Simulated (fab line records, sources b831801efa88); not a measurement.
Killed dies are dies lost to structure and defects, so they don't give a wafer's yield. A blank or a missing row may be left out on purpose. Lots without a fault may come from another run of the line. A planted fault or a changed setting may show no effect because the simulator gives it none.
Which tool did it? | flow gf180mcu | 14 lots, 40 wafers sampled, at 6 steps of a route of 602

WHAT THE GAUGES READ, wafer by wafer
GF_VT_IMPLANT_TW_MEAS_43.
lot  | measured     | on            | VT_IMPLANT_4_TW
L572 | day 8 02:55  | film_metro-03 | 698 699 691
L573 | day 8 07:56  | film_metro-01 | 697 696 696
L574 | day 8 13:26  | film_metro-01 | 694 702 702
L576 | day 9 02:38  | film_metro-03 | 690 692 695
L577 | day 9 10:05  | film_metro-02 | 698 700 702
L578 | day 9 14:44  | film_metro-02 | 694 696 699
L580 | day 10 05:52 | film_metro-02 | 700 697 694
L583 | day 11 06:18 | film_metro-02 | 703 695
L584 | day 11 12:39 | film_metro-02 | 704 701 700
L586 | day 11 21:36 | film_metro-02 | 697 704
L589 | day 13 07:07 | film_metro-03 | 693 689 690
L591 | day 13 19:20 | film_metro-01 | 700 702 699
L592 | day 13 19:38 | film_metro-03 | 693 693 693
L593 | day 14 01:04 | film_metro-03 | 687 686 691

GF_DUAL_GATE_OVL_MEAS_11.
lot  | measured     | on         | DUAL_GATE_OVL (nm)
L572 | day 8 21:20  | overlay-01 | 0.7 1.2 1.1
L573 | day 9 04:03  | overlay-02 | 3.0 1.3 1.3
L574 | day 9 08:37  | overlay-02 | 0.1 -0.4 2.9
L576 | day 9 22:10  | overlay-02 | 1.8 -0.3 0.9
L577 | day 10 04:56 | overlay-01 | 0.8 0.7 0.0
L578 | day 10 10:52 | overlay-01 | 0.8 0.1 1.1
L580 | day 11 03:20 | overlay-01 | 3.3 2.0 2.4
L583 | day 12 03:01 | overlay-02 | 0.7 0.9
L584 | day 12 10:30 | overlay-01 | 0.8 2.5 -0.7
L586 | day 12 19:19 | overlay-02 | 0.7 2.9
L589 | day 14 05:26 | overlay-01 | 0.7 2.6 1.5
L591 | day 14 18:27 | overlay-01 | 1.5 0.3 2.0
L592 | day 14 18:45 | overlay-01 | 0.1 1.3 -0.3
L593 | day 15 00:36 | overlay-01 | 0.7 0.3 1.5

GF_PSD_RS_MEAS_14: measures by four-point-probe.
lot  | measured     | on            | NSD_RS (ohm/sq)
L572 | day 14 21:50 | film_metro-03 | 46.16 46.03 46.09
L573 | day 15 04:31 | film_metro-01 | 46.13 46.10 46.26
L574 | day 15 10:59 | film_metro-03 | 46.24 46.22 46.30
L576 | day 16 04:38 | film_metro-02 | 46.03 46.12 46.01
L577 | day 16 14:19 | film_metro-01 | 46.15 46.25 46.21
L578 | day 16 19:11 | film_metro-02 | 46.16 46.11 46.19
L580 | day 17 15:44 | film_metro-02 | 46.14 46.27 46.15
L583 | day 18 21:20 | film_metro-01 | 44.78 44.66
L584 | day 19 08:01 | film_metro-03 | 46.20 44.93 44.96
L586 | day 19 19:13 | film_metro-01 | 44.88 44.89
L589 | day 21 10:39 | film_metro-02 | 46.19 46.12 46.05
L591 | day 22 01:07 | film_metro-02 | 45.99 45.96 46.04
L592 | day 22 00:50 | film_metro-03 | 46.39 46.21 46.25
L593 | day 22 06:35 | film_metro-01 | 46.08 46.06 46.20

GF_PSD_RS_MEAS_15: measures by four-point-probe.
lot  | measured     | on            | PSD_RS (ohm/sq)
L572 | day 14 21:57 | film_metro-03 | 108.73 108.20 108.60
L573 | day 15 04:38 | film_metro-01 | 108.71 108.19 108.68
L574 | day 15 11:06 | film_metro-03 | 108.97 108.98 109.08
L576 | day 16 04:45 | film_metro-02 | 108.68 108.10 108.16
L577 | day 16 14:26 | film_metro-01 | 108.53 108.57 108.44
L578 | day 16 19:18 | film_metro-02 | 108.25 108.42 108.62
L580 | day 17 15:52 | film_metro-02 | 108.35 108.61 108.77
L583 | day 18 21:28 | film_metro-01 | 105.08 104.94
L584 | day 19 08:08 | film_metro-03 | 109.06 105.87 105.91
L586 | day 19 19:20 | film_metro-01 | 105.34 105.49
L589 | day 21 10:46 | film_metro-02 | 108.73 108.32 108.52
L591 | day 22 01:14 | film_metro-02 | 108.13 108.30 108.53
L592 | day 22 00:57 | film_metro-03 | 108.95 108.88 108.40
L593 | day 22 06:42 | film_metro-01 | 108.40 108.26 108.41

WHICH TOOL RAN EACH LOT (tool, then ch and the chambers of the sampled wafers, then the start)
lot  | GF_VT_IMPLANT_RTA_45             | GF_PSD_RTA_13
L572 | rtp_anneal-02 ch 0, day 8 03:02  | rtp_anneal-02 ch 0, day 14 21:45
L573 | rtp_anneal-01 ch 0, day 8 08:03  | rtp_anneal-02 ch 0, day 15 04:26
L574 | rtp_anneal-01 ch 0, day 8 13:33  | rtp_anneal-02 ch 0, day 15 10:53
L576 | rtp_anneal-02 ch 0, day 9 02:45  | rtp_anneal-01 ch 0, day 16 04:32
L577 | rtp_anneal-02 ch 0, day 9 10:13  | rtp_anneal-01 ch 0, day 16 14:13
L578 | rtp_anneal-01 ch 0, day 9 14:51  | rtp_anneal-01 ch 0, day 16 19:05
L580 | rtp_anneal-01 ch 0, day 10 05:59 | rtp_anneal-02 ch 0, day 17 15:40
L583 | rtp_anneal-01 ch 0, day 11 06:26 | rtp_anneal-02 ch 0, day 18 21:14
L584 | rtp_anneal-02 ch 0, day 11 12:47 | rtp_anneal-02 ch 0, day 19 07:54
L586 | rtp_anneal-02 ch 0, day 11 21:44 | rtp_anneal-02 ch 0, day 19 19:06
L589 | rtp_anneal-01 ch 0, day 13 07:17 | rtp_anneal-01 ch 0, day 21 10:33
L591 | rtp_anneal-01 ch 0, day 13 19:26 | rtp_anneal-01 ch 0, day 22 01:01
L592 | rtp_anneal-02 ch 0, day 13 19:44 | rtp_anneal-01 ch 0, day 22 00:44
L593 | rtp_anneal-01 ch 0, day 14 01:11 | rtp_anneal-01 ch 0, day 22 06:29
- GF_VT_IMPLANT_RTA_45: time 30 s.
- GF_PSD_RTA_13: time 20 s.

WHAT THE TOOLS THEMSELVES READ (means of the sampled wafers that have a number; where no wafer has one, the mark that the record gives instead)
GF_VT_IMPLANT_RTA_45.
lot  | tool          | lamp_power_pct (%) | run_length_s (s) | wafer_temp_C_max
L572 | rtp_anneal-02 | 42                 | 59.3             | 1052.9
L573 | rtp_anneal-01 | 36                 | 58.7             | 1057.4
L574 | rtp_anneal-01 | 36                 | 58.6             | 1055.2
L576 | rtp_anneal-02 | 42                 | 59.2             | 1052.9
L577 | rtp_anneal-02 | 42                 | 59.2             | 1054.1
L578 | rtp_anneal-01 | 36                 | 58.6             | 1057.2
L580 | rtp_anneal-01 | 36                 | 58.7             | 1055.3
L583 | rtp_anneal-01 | 36                 | 58.5             | 1056.6
L584 | rtp_anneal-02 | 42                 | 59.2             | 1053.9
L586 | rtp_anneal-02 | 42                 | 59.2             | 1053.1
L589 | rtp_anneal-01 | 36                 | 60.9             | 1055.2
L591 | rtp_anneal-01 | 36                 | 58.6             | 1055.4
L592 | rtp_anneal-02 | 42                 | 59.2             | 1052.5
L593 | rtp_anneal-01 | 36                 | 58.7             | 1056.8

GF_PSD_RTA_13.
lot  | tool          | lamp_power_pct (%) | run_length_s (s) | wafer_temp_C_max
L572 | rtp_anneal-02 | 40                 | 49.1             | 1028.5
L573 | rtp_anneal-02 | 40                 | 49.1             | 1027.3
L574 | rtp_anneal-02 | 40                 | 49.1             | 1027.3
L576 | rtp_anneal-01 | 34                 | 48.6             | 1029.8
L577 | rtp_anneal-01 | 34                 | 48.7             | 1031.2
L578 | rtp_anneal-01 | 34                 | 48.5             | 1030.8
L580 | rtp_anneal-02 | 40                 | 49.2             | 1027.2
L583 | rtp_anneal-02 | 40                 | 55.5             | 1028.9
L584 | rtp_anneal-02 | 40                 | 53.6             | 1027.8
L586 | rtp_anneal-02 | 40                 | 55.7             | 1028.0
L589 | rtp_anneal-01 | 34                 | 48.5             | 1031.0
L591 | rtp_anneal-01 | 34                 | 48.9             | 1030.7
L592 | rtp_anneal-01 | 34                 | 48.5             | 1031.7
L593 | rtp_anneal-01 | 34                 | 48.8             | 1031.3

THE ANSWER, worked out from the rows above alone
Rule: what is usual is taken from the lots themselves. Put in order of their means at a reading, lots are off if they are a third of the lots or fewer, leave a main group of 4 or more, and stand apart from it by a gap of 3 or more times the standard deviation of the main group's means; of several such gaps the widest counts. A main group whose means are all the same, to the digits that the tables above print for the reading, isn't used. A lot without any number at a reading at which 4 lots or more have one is off too. The other lots that the step has rows for count as sound. The gauges are gone through in route order, then the tools' own readings, and for those a lot's mean is taken as printed above. The first step at which some lot is off is used, and at that step the reading that is off furthest; a lot without a number counts as furthest.
Off: L583, L584, L586, at GF_PSD_RS_MEAS_14 (NSD_RS). The main group: mean 46.15 ohm/sq, standard deviation 0.08.
A tool fits if, at a process step before that reading, it ran every lot that is off, and no sound lot after the first of them. The gauges at GF_PSD_RS_MEAS_14 aren't tried: what is off there is off at GF_PSD_RTA_13 too, on other tools, and a gauge's error can't cause that. One fits: rtp_anneal-02 at GF_PSD_RTA_13. Its last sound lot is L580 (day 17 15:40), its first lot that is off L583 (day 18 21:14): a fault that began between those two fits.
The tool's own readings at GF_PSD_RTA_13 bear it out: on the lots that are off they differ by more than 5 times the standard deviation of the sound lots' means. run_length_s reads 54.9 s there against 48.8 s on the sound lots.

WHAT THE SIMULATOR HAD PUT IN
Process parameter drift: rtp_anneal-02, from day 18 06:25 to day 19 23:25, at GF_PSD_RTA_13. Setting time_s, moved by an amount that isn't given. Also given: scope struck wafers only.
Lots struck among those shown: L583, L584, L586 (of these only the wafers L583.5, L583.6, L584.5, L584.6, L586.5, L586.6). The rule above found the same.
